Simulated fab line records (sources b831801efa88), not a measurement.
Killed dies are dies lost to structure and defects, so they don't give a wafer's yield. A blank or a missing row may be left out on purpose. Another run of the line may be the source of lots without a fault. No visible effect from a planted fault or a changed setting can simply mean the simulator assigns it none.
Chamber matching | flow sky130 | SKY_VIA4_CMP_21 on cmp-01 has 4 sister chambers
The step polishes, stops on SiO2, t overpolish 25 s, target thk 0 nm. 8 wafers are shown with their chamber, then 7 later ones without.

EACH WAFER AND ITS CHAMBER
wafer  | chamber | motor-current-A (A) | time-to-endpoint-s (s)
L225.2 | 3       | 9.9                 | 124
L225.5 | 0       | 10.4                | 129
L233.6 | 0       | 10.6                | 128
L234.1 | 2       | 11.7                | 121
L234.3 | 1       | 11.9                | 127
L234.4 | 3       | 9.5                 | 119
L238.1 | 1       | 12.2                | 123
L238.2 | 2       | 11.7                | 118

WAFERS WITH NO CHAMBER GIVEN
wafer  | motor-current-A (A) | time-to-endpoint-s (s)
L238.4 | 9.6                 | 115
L239.1 | 9.3                 | 121
L239.3 | 10.1                | 130
L239.6 | 10.1                | 124
L243.4 | 11.5                | 124
L243.5 | 11.5                | 131
L243.6 | 12.3                | 130

WHICH CHAMBER EACH ONE RAN IN
wafer  | from the rows above          | in truth
L238.4 | 3                            | 3
L239.1 | 3                            | 3
L239.3 | can't be placed: 0 or 3      | 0
L239.6 | can't be placed: 3 or 0      | 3
L243.4 | can't be placed: 2 or 1      | 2
L243.5 | can't be placed: 1 or 2 or 0 | 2
L243.6 | 1                            | 1
Correct placement for 3 of the 7. Unplaceable from these rows: 4, with the true chamber sitting among the candidates in 4. Number placed wrongly: 0.
How it was worked out, from the rows above alone: a wafer's distance from a chamber is the root of the sum, over the readings, of the square of ((its reading less the chamber's mean) divided by the reading's scatter). The wafer belongs to the nearest chamber; if the next one is less than 2 further off, it can't be placed. The mean given for a chamber averages the wafers shown for that chamber. The scatter: the root of (the sum of the squares of (reading less its chamber's mean) over the shown wafers, divided by (wafers less chambers)).
